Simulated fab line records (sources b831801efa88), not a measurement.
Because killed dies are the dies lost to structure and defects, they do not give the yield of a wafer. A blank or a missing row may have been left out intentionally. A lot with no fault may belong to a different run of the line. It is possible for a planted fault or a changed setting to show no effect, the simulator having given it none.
8D (eight disciplines) problem report, filled in by code	flow sky130	the parts of the form that need people (team, actions taken, sign-off) are left out

## 1. THE ISSUE
rf_fwd_power_W at SKY_METAL3_ETCH_17 reads a mean of 1225 W on 9 wafers of 3 lots; wafers without a fault read 1466 W with a standard deviation of 6.8. That is -35 standard deviations from the usual mean.
The step: etches SiO2 in C4F8/O2/Ar, stops on TiN, time 3.9 s, target depth 15 nm.
First seen on wafer L209.4, day 43 22:28, on rie_diel-02. At this step, 36 wafers from 12 lots have a number in the record. Rule for "out", or "out of limits": more than 4 standard deviations from the usual mean. The other wafers with a number count as sound.

## 2. WHAT IT IS AND WHAT IT IS NOT
question	is	is not
which readings at this step	rf_fwd_power_W	oes_product_au
which lots	L209, L210, L211	L194, L197, L198, L202, L203, L204, L206, L208, L215
which wafers of those lots	all that have a number	-
read on which tools	rie_diel-02	rie_diel-03, rie_diel-04
when	from day 43 22:28	up to then (21 sound wafers); but 6 sound wafers of L208, L215 came after

## 3. WHAT RULES OUT EACH SUSPECT
Counting: any tool at a process step up to the reading is kept as a suspect provided that every lot that is out went through it and no sound lot did after the first of them.
- rie_diel-02 at SKY_METAL3_ETCH_17 (etches SiO2 in C4F8/O2/Ar, stops on TiN, time 3.9 s, target depth 15 nm): kept. All lots that are out passed through it, beginning with L209 at day 43 22:28, and no sound lot followed; its final sound lot before that point was L203 at day 41 16:59. On those wafers its own readings are out: rf_fwd_power_W.
After counting, what remains is rie_diel-02 at SKY_METAL3_ETCH_17.

## 4. THE CAUSE (what the simulator had put in)
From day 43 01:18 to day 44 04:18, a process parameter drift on rie_diel-02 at SKY_METAL3_ETCH_17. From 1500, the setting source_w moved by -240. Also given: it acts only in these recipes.
After counting, this tool was the only one left.

## 5. SEQUENCE OF EFFECTS, ordered by route
Rows list readings where the struck wafers' mean (over those with a number) sits beyond 3 standard deviations from the usual. Only readings whose record carries a usual standard deviation are examined. hours: median over the lots of the time between each lot's start at the first step of this table that gives one and its start at this step. sigmas: the change, counted in usual standard deviations.
hours	step	reading	usual	on struck wafers	change	sigmas
0	SKY_METAL3_ETCH_17	rf_fwd_power_W	1466 W	1225	-241	-35
Process steps it contains:
- SKY_METAL3_ETCH_17: etches SiO2 in C4F8/O2/Ar, stops on TiN, time 3.9 s, target depth 15 nm.

## 6. HOW IT WOULD HAVE BEEN CAUGHT EARLIER
First out-of-limits reading in this record: day 43 22:28, which is 21 hours after fault onset at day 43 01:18.
